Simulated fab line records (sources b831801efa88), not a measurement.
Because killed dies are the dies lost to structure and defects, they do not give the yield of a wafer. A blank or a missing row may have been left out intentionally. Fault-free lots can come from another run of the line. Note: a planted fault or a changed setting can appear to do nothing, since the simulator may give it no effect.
What tool caused it? -- flow sky130 -- 18 wafers from 6 lots sampled at 2 of the route's 708 steps

## WHAT THE GAUGES SHOWED, per wafer
SKY_NWELL_RS_MEAS_31: a four-point-probe measurement.
lot,measured,on,PWDE_RS (ohm/sq)
L442,day 5 07:37,film-metro-01,5287 5312 5282
L452,day 8 04:24,film-metro-01,5285 5314 5285
L456,day 9 06:53,film-metro-01,5297 5274 5270
L460,day 10 08:56,film-metro-03,5256 5248 5256
L462,day 11 12:58,film-metro-03,5260 5234 5251
L464,day 11 22:57,film-metro-03,5310 5316 5306

## TOOL THAT RAN EACH LOT (tool first, then ch and the chambers of the sampled wafers, then the start)
lot,SKY_PWDE_IMPLANT_08
L442,"implanter-04 ch 0, day 3 19:46"
L452,"implanter-03 ch 0, day 6 12:13"
L456,"implanter-03 ch 0, day 7 11:58"
L460,"implanter-02 ch 0, day 8 10:45"
L462,"implanter-04 ch 0, day 9 13:10"
L464,"implanter-02 ch 0, day 9 21:08"
- SKY_PWDE_IMPLANT_08

## THE ANSWER, worked out from the rows above alone
Rule: what is usual is taken from the lots themselves. Put in order of their means at a reading, lots are off if they are a third of the lots or fewer, leave a main group of 4 or more, and stand apart from it by a gap of 3 or more times the standard deviation of the main group's means; of several such gaps the widest counts. Not used: any main group whose means are identical at the precision the tables above print for the reading. Also off: a lot with no number at a reading for which 4 or more lots have one. The other lots that the step has rows for count as sound.
None of the lots is off at any reading shown; this tells nothing.

## WHAT THE SIMULATOR HAD INSERTED
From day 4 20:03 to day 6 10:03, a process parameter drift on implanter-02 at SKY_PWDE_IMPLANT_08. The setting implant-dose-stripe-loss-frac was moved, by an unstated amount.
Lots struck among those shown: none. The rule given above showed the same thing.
